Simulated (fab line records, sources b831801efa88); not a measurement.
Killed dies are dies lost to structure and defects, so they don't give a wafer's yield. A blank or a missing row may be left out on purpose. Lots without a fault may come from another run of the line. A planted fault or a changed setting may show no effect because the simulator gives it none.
Split-lot experiment | flow sky130 | 5 lots, 23 wafers read, on a route of 708 steps

THE SPLIT
At SKY_LI_CONTACT_HDPCVD_00 (deposits PSG, target thk 930 nm, time 155 s), the setting time_s was moved away from the recipe's 155 s on 5 of the 23 wafers read, by -13.4% to +6.7%. The other wafers ran this setting at the recipe's value.

The file shows no step between the split and the reading.

THE READING
LI_CONTACT_HDPCVD_THK, in nm, at SKY_LI_CONTACT_THK_MEAS_01. Fault-free wafers of this fab line usually give 929 nm, standard deviation 9.7 nm.

wafer  | tool, chamber at the split | time_s as run, s | against the recipe | LI_CONTACT_HDPCVD_THK, nm | against lot-mates on the recipe
L074.1 | hdpcvd-01, 2               | 155              | recipe             | 921                       | -
L074.2 | hdpcvd-01, 0               | 155              | recipe             | 936                       | -
L074.4 | hdpcvd-01, 1               | 155              | recipe             | 924                       | -
L074.5 | hdpcvd-01, 2               | 155              | recipe             | 921                       | -
L074.6 | hdpcvd-01, 0               | 155              | recipe             | 932                       | -
L076.1 | hdpcvd-02, 1               | 155              | recipe             | 928                       | -
L076.2 | hdpcvd-02, 0               | 155              | recipe             | 929                       | -
L076.3 | hdpcvd-02, 2               | 155              | recipe             | 934                       | -
L076.4 | hdpcvd-02, 1               | 155              | recipe             | 924                       | -
L076.5 | hdpcvd-02, 2               | 155              | recipe             | 931                       | -
L083.1 | hdpcvd-02, 0               | 134.2            | -13.4%             | 809                       | -108
L083.2 | hdpcvd-02, 1               | 134.2            | -13.4%             | 804                       | -112
L083.3 | hdpcvd-02, 2               | 155              | recipe             | 920                       | -
L083.4 | hdpcvd-02, 0               | 155              | recipe             | 913                       | -
L083.6 | hdpcvd-02, 2               | 134.2            | -13.4%             | 800                       | -116
L080.1 | hdpcvd-01, 1               | 155              | recipe             | 931                       | -
L080.2 | hdpcvd-01, 2               | 155              | recipe             | 925                       | -
L080.3 | hdpcvd-01, 0               | 155              | recipe             | 926                       | -
L085.1 | hdpcvd-01, 1               | 165.4            | +6.7%              | 1000                      | +53
L085.2 | hdpcvd-01, 0               | 155              | recipe             | 949                       | -
L085.3 | hdpcvd-01, 2               | 155              | recipe             | 936                       | -
L085.4 | hdpcvd-01, 0               | 165.4            | +6.7%              | 1008                      | +61
L085.5 | hdpcvd-01, 1               | 155              | recipe             | 957                       | -

THE FIT
A straight line over all 23 wafers: LI_CONTACT_HDPCVD_THK changes by +9.65 nm for each +1% of time_s; r = +0.98; the points scatter about the line by 10 nm.
The same after taking each lot's own level away (the mean of its wafers on the recipe; 23 wafers): +8.37 nm for each +1%; r = +0.99; scatter 5.3 nm.
On that fit, the largest move of time_s shifts the reading by 1.1e+02 nm.
The lots' own levels span 916.5 to 947.3 nm, that is 3.2 times the standard deviation above.
So the lot-to-lot level changes the slope: the two fits differ.
Check: with one of the wafers moved furthest among these (-13.4%) left out of the fit, the line predicts -114 nm for it against its lot-mates. It came out at -108 nm against them.

THE WHOLE CHAIN: every reading that the file lists as answering this split, in the file's order
step                       | what it does                                | reading                                                                             | change (the file's fit)              | r (the file's)
SKY_LI_CONTACT_HDPCVD_00   | deposits PSG, target thk 930 nm, time 155 s | PSG_of_LI_CONTACT_HDPCVD_00.thk_nm (the simulator's own value, which no gauge read) | +8.34 nm for each +1% of the setting | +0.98
SKY_LI_CONTACT_THK_MEAS_01 |                                             | LI_CONTACT_HDPCVD_THK                                                               | +8.37 for each +1% of the setting    | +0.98

THE FILE'S OWN FIT
LI_CONTACT_HDPCVD_THK changes by +8.37 nm for each +1% of time_s, r = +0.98.
